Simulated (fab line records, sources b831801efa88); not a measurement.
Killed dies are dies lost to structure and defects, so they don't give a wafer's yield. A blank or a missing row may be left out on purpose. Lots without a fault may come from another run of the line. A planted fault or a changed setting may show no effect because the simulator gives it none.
Chamber matching | flow sky130 | SKY_VIA2_ETCH_15 on rie_diel-04: 4 sister chambers
The step etches SiO2 in C4F8/O2/Ar, stops on TiN, target depth 546 nm, time 84 s. 4 wafers are shown with their chamber, then 10 later ones without.

WAFERS WITH THEIR CHAMBER
wafer  | chamber | oes_product_au (a.u.)
L088.6 | 1       | 0.943
L087.2 | 0       | 0.939
L090.1 | 3       | 0.940
L090.2 | 2       | 0.937

WAFERS WITHOUT THEIR CHAMBER
wafer  | oes_product_au (a.u.)
L090.3 | 0.936
L090.4 | 0.941
L090.5 | 0.937
L090.6 | 0.930
L092.4 | 0.945
L092.5 | 0.934
L092.6 | 0.940
L093.2 | 0.952
L093.5 | 0.939
L093.6 | 0.936

WHICH CHAMBER EACH WENT THROUGH
wafer  | from the rows above               | in truth
L090.3 | can't be placed: 2 or 0 or 3 or 1 | 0
L090.4 | can't be placed: 3 or 0 or 1 or 2 | 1
L090.5 | can't be placed: 2 or 0 or 3 or 1 | 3
L090.6 | can't be placed: 2 or 0 or 3 or 1 | 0
L092.4 | can't be placed: 1 or 3 or 0 or 2 | 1
L092.5 | can't be placed: 2 or 0 or 3 or 1 | 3
L092.6 | can't be placed: 3 or 0 or 2 or 1 | 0
L093.2 | can't be placed: 1 or 3 or 0 or 2 | 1
L093.5 | can't be placed: 0 or 3 or 2 or 1 | 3
L093.6 | can't be placed: 2 or 0 or 3 or 1 | 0
Placed correctly: 0 of 10. Can't be placed from these rows: 10 (the true chamber is among the candidates in 10). Placed wrongly: 0.
How it was worked out, from the rows above alone: a wafer's distance from a chamber is the root of the sum, over the readings, of the square of ((its reading less the chamber's mean) divided by the reading's scatter). The wafer belongs to the nearest chamber; if the next one is less than 2 further off, it can't be placed. A chamber's mean is the mean of its shown wafers. The scatter: with one shown wafer a chamber, the root of the mean of the squares of how far each hidden wafer lies from its nearest shown one.
